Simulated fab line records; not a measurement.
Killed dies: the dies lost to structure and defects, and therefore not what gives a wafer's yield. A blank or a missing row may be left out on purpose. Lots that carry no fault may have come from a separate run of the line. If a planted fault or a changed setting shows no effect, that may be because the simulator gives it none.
A single fault, viewed from 2 desks ; flow sfq line ; numbers are kept per desk, each desk with only its own; the story behind them comes last

METROLOGY DESK
What the gauges read, lot by lot, whatever tool the lot ran on: means of the sampled wafers that have a number. If a lot's mean is further than 4 standard deviations from the usual mean, the lot is out of limits and carries the mark OUT (the distance appears in the brackets).
Columns: A = M5_OVL at SFQ_M5_OVL_MEAS_932, usual -1 nm
lot;first seen here;A
L305;day 60 07:53;-4
L306;day 60 17:29;-7
L311;day 62 23:58;-8
L314;day 64 05:27;2
L321;day 64 18:39;-0
L323;day 65 01:39;-1
This desk's verdict: no lot among the 6 shows anything out of limits.

THE TOOL OWNER'S DESK: rie metal-04
The tool's own readings at SFQ_TRILAYER_M5_ETCH_METAL_ETCH_126 (etches Nb in Cl2/BCl3, stops on SiO2, time 203.2 s, target depth 265 nm): means of the sampled wafers that have a number, for each lot that ran on this tool. If a lot's mean is further than 4 standard deviations from the usual mean, the lot is out of limits and carries the mark OUT (the distance appears in the brackets).
Columns: A = drypump motor current A at SFQ_TRILAYER_M5_ETCH_METAL_ETCH_126, usual 5.9 A; B = oes product au at SFQ_TRILAYER_M5_ETCH_METAL_ETCH_126, usual 0.728 a.u.; C = rf fwd power W at SFQ_TRILAYER_M5_ETCH_METAL_ETCH_126, usual 598.2 W
lot;first seen here;A;B;C
L306;day 60 17:35;5.8;0.733;597.2
L311;day 63 00:08;6.2;0.726;598.8
L314;day 64 05:33;5.9;0.728;597.8
This desk's verdict: no lot among the 3 shows anything out of limits.

BROUGHT TOGETHER
From the metrology desk's view, nothing was out of limits.
The desk of the tool owner found nothing out of limits.

WHAT THE SIMULATOR PUT IN
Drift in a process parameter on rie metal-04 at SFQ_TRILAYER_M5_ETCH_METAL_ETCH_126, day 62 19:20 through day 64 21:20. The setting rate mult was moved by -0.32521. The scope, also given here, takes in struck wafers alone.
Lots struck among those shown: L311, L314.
